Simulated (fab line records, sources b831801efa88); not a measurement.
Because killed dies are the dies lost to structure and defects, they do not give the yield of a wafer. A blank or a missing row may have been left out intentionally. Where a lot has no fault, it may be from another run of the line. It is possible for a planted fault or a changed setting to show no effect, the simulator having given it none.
fab line records	flow sky130	part 1 of 2: steps 1 to 23 of 33
[record] lots = 5	wafers = 15	lastDay = 50
route steps=708 shown LOCAL_INTERCONNECT@389 CONTACT@406
lots with no fault: from the same line, run without faults
startH: hours from the record's opening day to when the first of the lot's shown wafers began	waitH: how many hours have passed since the lot's step before this one	" identical to the entry in the row above	L1.1+2: a single row standing in for several wafers	- value missing, or start not given	* or withheld: withheld	< > ~ a bound
route shown NAME@n: names a module that has steps shown in the file, with the first one's number in the route	usual: average and standard deviation across the fault-free wafers	same: alike in all rows	chamber/n: place in a boat	sites: each site's reading	_std_site: standard deviation of those values	_edge_site: mean of outer sites minus mean of inner sites	radiusMm: how far each site lies from the wafer's centre	mask NAME#n: copy n	behind: the tool/chamber that last shaped the wafer	hold: cause of the lot's hold/its duration in hours/its outcome	device: which transistor (n, p or np) failed to switch	end of line: the tests these same wafers got at the end of their route	where a step has no rows: the recipe by itself	killed: the dies lost at the first sort to structure and to defects; this is not the yield of the wafer	map: a wafer's dies, marking killed ones x, the rest . and places with no die _
set.NAME: the run value of the setting; set.NAME@STEP: its run value at that earlier step	model.NAME: the simulator's own value behind a step, which no gauge read
lots seen at some steps along the route; tables by step, rows by wafer
services: from which hour (startH, from the record's first day; less than 0 if before it) a tool's chamber was out of use, for how many hours, and why
[[steps]]
[step SKY_LOCAL_INTERCONNECT_THK_MEAS_02]
[recipe] thkMeasGauge = xrf	reads = TiN_of_LOCAL_INTERCONNECT_SPUTTER_00
[usual] LOCAL_INTERCONNECT_TIN_THK = 99.6/1.1
lot.wafer	tool	chamber	startH	waitH	LOCAL_INTERCONNECT_TIN_THK[nm]
L077.2	filmMetro-01	-	699.45	0.1	100.0
L077.3	"	-	"	"	99.2
L077.6	"	-	"	"	99.5
L078.1	filmMetro-01	-	701.85	0.1	99.4
L078.3	"	-	"	"	99.1
L078.4	"	-	"	"	99.2
L090.2	filmMetro-01	-	794.39	0.1	99.8
L090.4	"	-	"	"	98.5
L090.5	"	-	"	"	99.3
L091.1	filmMetro-01	-	804.79	0.1	100.6
L091.2	"	-	"	"	100.8
L091.5	"	-	"	"	100.2
L095.2	filmMetro-01	-	851.15	0.1	100.4
L095.3	"	-	"	"	99.5
L095.5	"	-	"	"	99.7
[step SKY_LOCAL_INTERCONNECT_DEHYDRATE_03]
[recipe] tempC = 200	timeS = 60
[usual] exhaustPa = 45.2/0.81	heaterPowerTotalW = 160.38/0.13	resistLineTempC = 23.00/0.11
lot.wafer	tool	chamber	startH	waitH	exhaustPa	heaterPowerTotalW	resistLineTempC
L077.2	lithoTrack-01	0	712.71	13.3	44.3	160.38	22.90
L077.3	"	0	"	"	43.6	160.46	23.02
L077.6	"	0	"	"	43.5	160.53	22.84
L078.1	lithoTrack-04	0	715.63	13.8	44.5	160.30	23.11
L078.3	"	0	"	"	44.3	160.19	23.10
L078.4	"	0	"	"	44.4	160.48	23.06
L090.2	lithoTrack-04	0	807.61	13.2	44.1	160.60	22.93
L090.4	"	0	"	"	46.1	160.60	22.87
L090.5	"	0	"	"	45.6	160.21	22.99
L091.1	lithoTrack-03	0	817.62	12.8	46.3	160.28	23.14
L091.2	"	0	"	"	46.2	160.25	23.30
L091.5	"	0	"	"	46.2	160.31	23.12
L095.2	lithoTrack-01	0	863.11	11.9	44.0	160.48	23.33
L095.3	"	0	"	"	45.0	160.26	23.02
L095.5	"	0	"	"	45.0	160.43	23.13
[step SKY_LOCAL_INTERCONNECT_HMDS_04]
[recipe] primeTimeS = 60	primeTempC = 120
[usual] exhaustPa = 44.8/0.94	resistLineTempC = 22.98/0.1
lot.wafer	tool	chamber	startH	waitH	exhaustPa	resistLineTempC
L077.2	lithoTrack-01	0	712.86	0.1	43.5	22.90
L077.3	"	0	"	"	42.7	23.08
L077.6	"	0	"	"	43.6	23.01
L078.1	lithoTrack-04	0	715.78	0.1	45.0	23.07
L078.3	"	0	"	"	43.3	23.05
L078.4	"	0	"	"	44.5	23.08
L090.2	lithoTrack-04	0	807.76	0.1	44.8	22.83
L090.4	"	0	"	"	45.9	22.86
L090.5	"	0	"	"	45.9	22.77
L091.1	lithoTrack-03	0	817.77	0.1	45.2	22.96
L091.2	"	0	"	"	45.7	23.03
L091.5	"	0	"	"	44.6	22.88
L095.2	lithoTrack-01	0	863.26	0.1	44.1	22.88
L095.3	"	0	"	"	44.0	23.06
L095.5	"	0	"	"	43.9	22.85
[step SKY_LOCAL_INTERCONNECT_COAT_05]
[recipe] resist = BARC	tempC = withheld	timeS = withheld	spinRpm = 3000	resistThkNm = 60
[usual] exhaustPa = 45.1/0.98	resistLineTempC = *
lot.wafer	tool	chamber	startH	waitH	exhaustPa	resistLineTempC
L077.2	lithoTrack-01	0	713.01	0.1	44.9	*
L077.3	"	0	"	"	44.0	*
L077.6	"	0	"	"	43.3	*
L078.1	lithoTrack-04	0	715.93	0.1	44.9	*
L078.3	"	0	"	"	43.2	*
L078.4	"	0	"	"	45.1	*
L090.2	lithoTrack-04	0	807.91	0.1	45.1	*
L090.4	"	0	"	"	45.0	*
L090.5	"	0	"	"	44.4	*
L091.1	lithoTrack-03	0	817.92	0.1	46.5	*
L091.2	"	0	"	"	45.2	*
L091.5	"	0	"	"	45.5	*
L095.2	lithoTrack-01	0	863.41	0.1	45.0	*
L095.3	"	0	"	"	45.6	*
L095.5	"	0	"	"	46.4	*
[step SKY_LOCAL_INTERCONNECT_COAT_06]
[recipe] resist = KrF-thick	spinRpm = 3000	resistThkNm = 450
[usual] exhaustPa = 45.0/0.82	resistLineTempC = 23.00/0.11
lot.wafer	tool	chamber	startH	waitH	exhaustPa	resistLineTempC
L077.2	lithoTrack-01	0	-	-	45.0	23.05
L077.3	"	0	"	"	46.2	23.03
L077.6	"	0	"	"	44.5	22.93
L078.1	lithoTrack-04	0	-	-	44.4	23.01
L078.3	"	0	"	"	44.7	22.84
L078.4	"	0	"	"	46.7	22.97
L090.2	lithoTrack-04	0	-	-	44.5	22.94
L090.4	"	0	"	"	45.7	22.91
L090.5	"	0	"	"	44.6	23.01
L091.1	lithoTrack-03	0	-	-	45.9	22.92
L091.2	"	0	"	"	45.8	23.00
L091.5	"	0	"	"	46.7	22.88
L095.2	lithoTrack-01	0	-	-	45.1	22.85
L095.3	"	0	"	"	45.5	22.87
L095.5	"	0	"	"	45.2	22.87
[step SKY_LOCAL_INTERCONNECT_SOFTBAKE_07]
[recipe] tempC = 100	timeS = 90	resist = KrF-thick
[usual] exhaustPa = 44.9/0.94	heaterPowerTotalW = 57.35/0.12	resistLineTempC = 23.01/0.1
lot.wafer	tool	chamber	startH	waitH	exhaustPa	heaterPowerTotalW	resistLineTempC
L077.2	lithoTrack-01	0	-	-	43.8	57.49	22.97
L077.3	"	0	"	"	43.7	57.52	23.03
L077.6	"	0	"	"	45.0	57.27	23.02
L078.1	lithoTrack-04	0	-	-	45.5	57.41	23.02
L078.3	"	0	"	"	44.4	57.39	23.07
L078.4	"	0	"	"	45.2	57.34	23.08
L090.2	lithoTrack-04	0	-	-	44.1	57.18	22.94
L090.4	"	0	"	"	44.0	57.44	22.92
L090.5	"	0	"	"	45.3	57.37	22.96
L091.1	lithoTrack-03	0	-	-	43.6	57.41	23.08
L091.2	"	0	"	"	43.4	57.28	22.98
L091.5	"	0	"	"	45.7	57.44	22.88
L095.2	lithoTrack-01	0	-	-	46.9	57.17	23.16
L095.3	"	0	"	"	45.2	57.34	23.12
L095.5	"	0	"	"	45.0	57.32	23.08
[step SKY_LOCAL_INTERCONNECT_EXPOSE_08]
[recipe] maskId = LI1M	na = 0.8	sourceShape = annular	sigmaInner = 0.55	sigmaOuter = 0.85	targetCdNm = 170	doseMj = 28
lot.wafer	tool	chamber	startH	waitH	mask
L077.2+3+6	krfScanner-01	0	-	-	LI1M#0
L078.1+3+4	krfScanner-01	0	-	-	LI1M#0
L090.2+4+5	krfScanner-01	0	-	-	LI1M#0
L091.1+2+5	krfScanner-02	0	-	-	LI1M#0
L095.2+3+5	krfScanner-01	0	-	-	LI1M#0
[step SKY_LOCAL_INTERCONNECT_PEB_09]
[recipe] pebTempC = withheld	pebTimeS = withheld	resist = KrF-thick
[usual] exhaustPa = 45.0/0.9	resistLineTempC = *
lot.wafer	tool	chamber	startH	waitH	exhaustPa	resistLineTempC
L077.2	lithoTrack-01	0	-	-	45.7	*
L077.3	"	0	"	"	44.7	*
L077.6	"	0	"	"	44.7	*
L078.1	lithoTrack-04	0	-	-	44.3	*
L078.3	"	0	"	"	45.8	*
L078.4	"	0	"	"	46.5	*
L090.2	lithoTrack-04	0	-	-	44.4	*
L090.4	"	0	"	"	44.2	*
L090.5	"	0	"	"	44.8	*
L091.1	lithoTrack-01	0	-	-	44.6	*
L091.2	"	0	"	"	44.9	*
L091.5	"	0	"	"	44.5	*
L095.2	lithoTrack-04	0	-	-	45.5	*
L095.3	"	0	"	"	45.0	*
L095.5	"	0	"	"	44.6	*
[step SKY_LOCAL_INTERCONNECT_DEVELOP_10]
[recipe] developTimeS = 60	resist = KrF-thick	devTempC = 21
[usual] exhaustPa = 45.1/0.84	resistLineTempC = 22.99/0.11
lot.wafer	tool	chamber	startH	waitH	exhaustPa	resistLineTempC
L077.2	lithoTrack-01	0	-	-	45.3	22.93
L077.3	"	0	"	"	46.2	23.06
L077.6	"	0	"	"	46.4	22.93
L078.1	lithoTrack-04	0	-	-	44.2	22.95
L078.3	"	0	"	"	44.8	22.96
L078.4	"	0	"	"	44.7	22.80
L090.2	lithoTrack-04	0	-	-	44.5	23.02
L090.4	"	0	"	"	44.8	23.07
L090.5	"	0	"	"	45.9	22.97
L091.1	lithoTrack-01	0	-	-	44.6	23.15
L091.2	"	0	"	"	44.7	23.00
L091.5	"	0	"	"	45.2	22.95
L095.2	lithoTrack-04	0	-	-	47.3	22.97
L095.3	"	0	"	"	46.8	22.92
L095.5	"	0	"	"	46.5	23.07
[step SKY_LOCAL_INTERCONNECT_CD_MEAS_11]
[recipe] targetCdNm = 170
[usual] cdNm = 169.9/1.3
lot.wafer	tool	chamber	startH	waitH	cdNm
L077.2	cdSem-01	-	726.66	-	170.2
L077.3	"	-	"	"	170.1
L077.6	"	-	"	"	168.7
L078.1	cdSem-01	-	729.48	-	171.3
L078.3	"	-	"	"	171.7
L078.4	"	-	"	"	172.9
L090.2	cdSem-01	-	820.60	-	168.7
L090.4	"	-	"	"	168.9
L090.5	"	-	"	"	169.7
L091.1	cdSem-02	-	831.24	-	167.5
L091.2	"	-	"	"	170.0
L091.5	"	-	"	"	167.8
L095.2	cdSem-01	-	876.65	-	169.9
L095.3	"	-	"	"	170.3
L095.5	"	-	"	"	170.2
[step SKY_LOCAL_INTERCONNECT_OVL_MEAS_12]
[usual] LOCAL_INTERCONNECT_OVL = 2/5.6
lot.wafer	tool	chamber	startH	waitH	LOCAL_INTERCONNECT_OVL[nm]
L077.2	overlay-01	-	726.76	0.1	3
L077.3	"	-	"	"	9
L077.6	"	-	"	"	8
L078.1	overlay-02	-	729.60	0.1	0
L078.3	"	-	"	"	1
L078.4	"	-	"	"	2
L090.2	overlay-01	-	820.71	0.1	3
L090.4	"	-	"	"	6
L090.5	"	-	"	"	5
L091.1	overlay-02	-	831.36	0.1	-5
L091.2	"	-	"	"	-10
L091.5	"	-	"	"	-12
L095.2	overlay-01	-	876.76	0.1	8
L095.3	"	-	"	"	7
L095.5	"	-	"	"	8
[step SKY_LOCAL_INTERCONNECT_ETCH_13]
[recipe] chemistry = N2/H2	target = BARC	ionEnergyEv = 200	biasW = 100	pressureMtorr = 30	n2FlowSccm = 100	h2FlowSccm = 200	icpW = 500	stopOn = SiO2	timeS = 45.9	targetDepthA = 600
[usual] drypumpMotorCurrentA = 5.62/0.15	heBacksideLeakSccm = 3.34/0.23	oesProductAu = 0.854/0.005	throttleValvePct = 13.224/0.0091
lot.wafer	tool	chamber	startH	waitH	drypumpMotorCurrentA	heBacksideLeakSccm	oesProductAu	rfHoursCounterH	throttleValvePct
L077.2	rieMetal-03	0	726.79	0.0	5.67	3.24	0.850	5	13.226
L077.3	"	1	"	"	5.77	3.27	0.853	-	13.240
L077.6	"	1	"	"	5.74	3.42	0.840	-	13.217
L078.1	rieMetal-03	0	729.64	0.0	5.67	3.49	0.854	5	13.194
L078.3	"	0	"	"	5.66	3.67	0.842	-	13.231
L078.4	"	1	"	"	5.72	3.55	0.845	-	13.221
L090.2	rieMetal-03	1	820.74	0.0	5.79	3.51	0.855	6	13.222
L090.4	"	1	"	"	5.75	3.56	0.856	-	13.214
L090.5	"	0	"	"	5.64	3.35	0.857	-	13.228
L091.1	rieMetal-03	0	831.39	0.0	5.67	3.31	0.853	9	13.219
L091.2	"	1	"	"	5.76	3.82	0.851	6	13.213
L091.5	"	0	"	"	5.65	3.43	0.850	-	13.217
L095.2	rieMetal-01	0	876.79	0.0	5.20	3.29	0.850	11	13.223
L095.3	"	1	"	"	5.80	3.01	0.853	-	13.218
L095.5	"	0	"	"	5.18	3.31	0.858	-	13.226
[step SKY_LOCAL_INTERCONNECT_METAL_ETCH_14]
[recipe] targetDepthNm = 110	stopOn = PSG	chemistry = Cl2/BCl3	target = TiN	resistSidewallDeg = 88	pressureMtorr = 10	icpW = 900	biasW = 48.5	Cl2_flow_sccm = 60	bcl3FlowSccm = 30	timeS = 31.4
[usual] drypumpMotorCurrentA = 5.61/0.15	heBacksideLeakSccm = 3.3/0.34	oesProductAu = 0.939/0.007	throttleValvePct = 21.903/0.0089
lot.wafer	tool	chamber	startH	waitH	drypumpMotorCurrentA	heBacksideLeakSccm	oesProductAu	rfHoursCounterH	throttleValvePct
L077.2	rieMetal-03	0	726.86	0.0	5.64	3.5	0.942	5	21.899
L077.3	"	1	"	"	5.72	3.5	0.928	-	21.913
L077.6	"	1	"	"	5.69	3.8	0.928	-	21.888
L078.1	rieMetal-03	0	729.70	0.0	5.65	3.3	0.934	5	21.895
L078.3	"	0	"	"	5.63	3.3	0.921	-	21.886
L078.4	"	1	"	"	5.78	3.7	0.932	-	21.916
L090.2	rieMetal-03	1	820.80	0.0	5.74	3.6	0.944	6	21.904
L090.4	"	1	"	"	5.78	3.5	0.929	-	21.908
L090.5	"	0	"	"	5.66	3.3	0.938	-	21.908
L091.1	rieMetal-03	0	831.46	0.0	5.63	3.3	0.948	9	21.900
L091.2	"	1	"	"	5.74	3.6	0.943	6	21.905
L091.5	"	0	"	"	5.64	3.4	0.937	-	21.904
L095.2	rieMetal-01	0	876.85	0.0	5.18	3.2	0.951	11	21.894
L095.3	"	1	"	"	5.76	3.1	0.938	-	21.911
L095.5	"	0	"	"	5.19	3.2	0.931	-	21.910
[step SKY_LOCAL_INTERCONNECT_STRIP_15]
[recipe] chemistry = O2/N2	powerW = 1400	pressureMtorr = 1500	platenTempC = withheld	o2FlowSccm = 3000	n2FlowSccm = 300	overashFraction = 0.5
[usual] drypumpMotorCurrentA = 5.73/0.23	oesProductAu = 0.426/0.0046	stripTimeToEndpointS = 4.719/0.015
lot.wafer	tool	chamber	startH	waitH	drypumpMotorCurrentA	oesProductAu	rfHoursCounterH	stripTimeToEndpointS
L077.2	plasmaAsher-04	1	726.91	0.0	5.73	0.426	29	4.735
L077.3	"	0	"	"	5.72	0.427	-	4.710
L077.6	"	1	"	"	5.69	0.428	-	4.710
L078.1	plasmaAsher-01	0	729.75	0.0	5.69	0.425	99	4.697
L078.3	"	0	"	"	5.69	0.427	-	4.695
L078.4	"	1	"	"	5.91	0.429	-	4.715
L090.2	plasmaAsher-04	1	820.85	0.0	5.69	0.424	39	4.722
L090.4	"	0	"	"	5.71	0.423	-	4.732
L090.5	"	1	"	"	5.72	0.425	-	4.709
L091.1	plasmaAsher-02	0	831.51	0.0	5.26	0.425	68	4.722
L091.2	"	1	"	"	6.05	0.430	68	4.698
L091.5	"	0	"	"	5.28	0.430	-	4.745
L095.2	plasmaAsher-04	1	876.90	0.0	5.77	0.422	44	4.717
L095.3	"	1	"	"	5.77	0.432	-	4.719
L095.5	"	1	"	"	5.71	0.436	-	4.718
[step SKY_LOCAL_INTERCONNECT_STRIP_16]
[recipe] chemistry = postEtchResidueRemover	timeS = 1200	tempC = 72.5
[usual] bathGuardTempC = 72.8/0.69
lot.wafer	tool	chamber	startH	waitH	bathGuardTempC
L077.2	wetBench-02	1	727.01	0.1	72.4
L077.3	"	1	"	"	72.2
L077.6	"	1	"	"	72.1
L078.1	wetBench-04	2	729.85	0.1	72.7
L078.3	"	2	"	"	72.2
L078.4	"	2	"	"	72.7
L090.2	wetBench-03	1	820.95	0.1	72.2
L090.4	"	1	"	"	72.3
L090.5	"	1	"	"	72.3
L091.1	wetBench-02	0	831.61	0.1	74.2
L091.2	"	0	"	"	73.6
L091.5	"	0	"	"	73.7
L095.2	wetBench-04	1	877.00	0.1	73.0
L095.3	"	1	"	"	73.4
L095.5	"	1	"	"	73.3
[step SKY_LOCAL_INTERCONNECT_CLEAN_17]
[recipe] chemistry = IPA	timeS = 180	tempC = 25
lot.wafer	tool	chamber	startH	waitH
L077.2+3+6	wetBench-03	0	727.38	0.0
L078.1+3+4	wetBench-02	0	730.19	0.0
L090.2+4+5	wetBench-02	3	821.29	0.0
L091.1+2+5	wetBench-03	0	831.95	0.0
L095.2+3+5	wetBench-03	2	877.34	0.0
[step SKY_LOCAL_INTERCONNECT_CLEAN_18]
[recipe] chemistry = O3/DIW	dry = n2Spin
lot.wafer	tool	chamber	startH	waitH
L077.2+3+6	wetBench-04	1	727.44	0.0
L078.1+3+4	wetBench-03	3	730.25	0.0
L090.2+4+5	wetBench-02	2	821.35	0.0
L091.1+2+5	wetBench-02	0	832.01	0.0
L095.2+3+5	wetBench-02	0	877.40	0.0
[step SKY_CONTACT_CVD_00]
[recipe] material = Si3N4	targetThkNm = 75	tempC = 400	timeS = withheld	rfW = 450
[usual] heaterPowerW = 800/120
lot.wafer	tool	chamber	startH	waitH	heaterPowerW
L077.2	pecvd-02	0	727.53	0.0	759
L077.3	"	1	"	"	869
L077.6	"	2	"	"	771
L078.1	pecvd-03	0	730.35	0.0	643
L078.3	"	1	"	"	931
L078.4	"	1	"	"	929
L090.2	pecvd-02	0	821.44	0.0	657
L090.4	"	2	"	"	745
L090.5	"	1	"	"	887
L091.1	pecvd-01	1	832.10	0.0	780
L091.2	"	0	"	"	666
L091.5	"	0	"	"	661
L095.2	pecvd-03	1	877.49	0.0	915
L095.3	"	2	"	"	907
L095.5	"	1	"	"	937
[step SKY_CONTACT_THK_MEAS_01]
[recipe] reads = Si3N4_of_CONTACT_CVD_00
[usual] CONTACT_CVD_00_THK = 75.0/0.96
lot.wafer	tool	chamber	startH	waitH	CONTACT_CVD_00_THK[nm]
L077.2	filmMetro-04	-	727.58	-	74.1
L077.3	"	-	"	"	74.4
L077.6	"	-	"	"	75.6
L078.1	filmMetro-04	-	730.39	-	74.4
L078.3	"	-	"	"	74.0
L078.4	"	-	"	"	74.7
L090.2	filmMetro-02	-	821.49	-	73.7
L090.4	"	-	"	"	75.9
L090.5	"	-	"	"	76.0
L091.1	filmMetro-02	-	832.13	-	75.6
L091.2	"	-	"	"	75.2
L091.5	"	-	"	"	76.5
L095.2	filmMetro-02	-	877.54	-	74.4
L095.3	"	-	"	"	74.8
L095.5	"	-	"	"	75.1
[step SKY_CONTACT_HDPCVD_02]
[recipe] material = SiO2	targetThkNm = 565	sigmaOpenFrac = 0.3	timeS = 94.2	tempC = 600	sih4FlowSccm = 60	pressureMtorr = 6
lot.wafer	tool	chamber	startH	waitH
L077.2+3+6	hdpcvd-02	1,0,0	727.63	0.0
L078.1+3+4	hdpcvd-01	1,2,0	730.45	0.1
L090.2+4+5	hdpcvd-01	1,1,2	821.54	0.0
L091.1+2+5	hdpcvd-01	2,0,1	832.19	0.1
L095.2+3+5	hdpcvd-01	0,1,2	877.59	0.0
[step SKY_CONTACT_THK_MEAS_03]
[recipe] reads = SiO2_of_CONTACT_HDPCVD_02
[usual] CONTACT_HDPCVD_THK = 564/5.5
lot.wafer	tool	chamber	startH	waitH	CONTACT_HDPCVD_THK[nm]
L077.2	filmMetro-04	-	727.71	0.0	569
L077.3	"	-	"	"	573
L077.6	"	-	"	"	561
L078.1	filmMetro-01	-	730.51	0.0	558
L078.3	"	-	"	"	558
L078.4	"	-	"	"	559
L090.2	filmMetro-01	-	821.62	0.0	555
L090.4	"	-	"	"	559
L090.5	"	-	"	"	562
L091.1	filmMetro-04	-	832.26	0.0	564
L091.2	"	-	"	"	564
L091.5	"	-	"	"	569
L095.2	filmMetro-04	-	877.67	0.0	549
L095.3	"	-	"	"	557
L095.5	"	-	"	"	561
[step SKY_CONTACT_CMP_04]
[recipe] material = SiO2	downForcePsi = 4	platenRpm = 60	padVelocityMS = 0.94248
[usual] motorCurrentA = 12.1/0.8	retainingRingPressureFrac = 1.001/0.0047	timeToEndpointS = 82/3.3
lot.wafer	tool	chamber	startH	waitH	motorCurrentA	retainingRingPressureFrac	timeToEndpointS
L077.2	cmp-01	0	727.81	0.1	11.2	1.007	81
L077.3	"	1	"	"	12.5	0.995	83
L077.6	"	3	"	"	12.0	0.991	79
L078.1	cmp-01	0	730.62	0.1	11.5	1.006	75
L078.4	"	1	"	"	12.4	1.001	77
L078.3	"	2	"	"	10.6	0.994	77
L090.4	cmp-02	1	821.71	0.1	12.1	1.006	80
L090.2	"	3	"	"	12.1	0.997	78
L090.5	"	2	"	"	14.3	0.994	81
L091.2	cmp-01	3	832.32	0.0	12.9	0.998	79
L091.1	"	1	"	"	13.7	1.006	77
L091.5	"	0	"	"	11.2	0.992	75
L095.3	cmp-01	3	877.77	0.1	12.5	0.999	78
L095.2	"	1	"	"	12.8	0.999	77
L095.5	"	2	"	"	11.3	1.004	81
[step SKY_CONTACT_BOW_MEAS_05]
[recipe] mode = bow
[usual] CONTACT_BOW = 82/7.5
lot.wafer	tool	chamber	startH	waitH	CONTACT_BOW[um]
L077.2	filmMetro-02	-	728.08	0.2	86
L077.3	"	-	"	"	82
L077.6	"	-	"	"	92
L078.1	filmMetro-04	-	730.87	0.2	88
L078.3	"	-	"	"	89
L078.4	"	-	"	"	85
L090.2	filmMetro-04	-	822.03	0.2	86
L090.4	"	-	"	"	79
L090.5	"	-	"	"	78
L091.1	filmMetro-02	-	832.62	0.1	80
L091.2	"	-	"	"	85
L091.5	"	-	"	"	76
L095.2	filmMetro-02	-	878.04	0.1	91
L095.3	"	-	"	"	92
L095.5	"	-	"	"	83
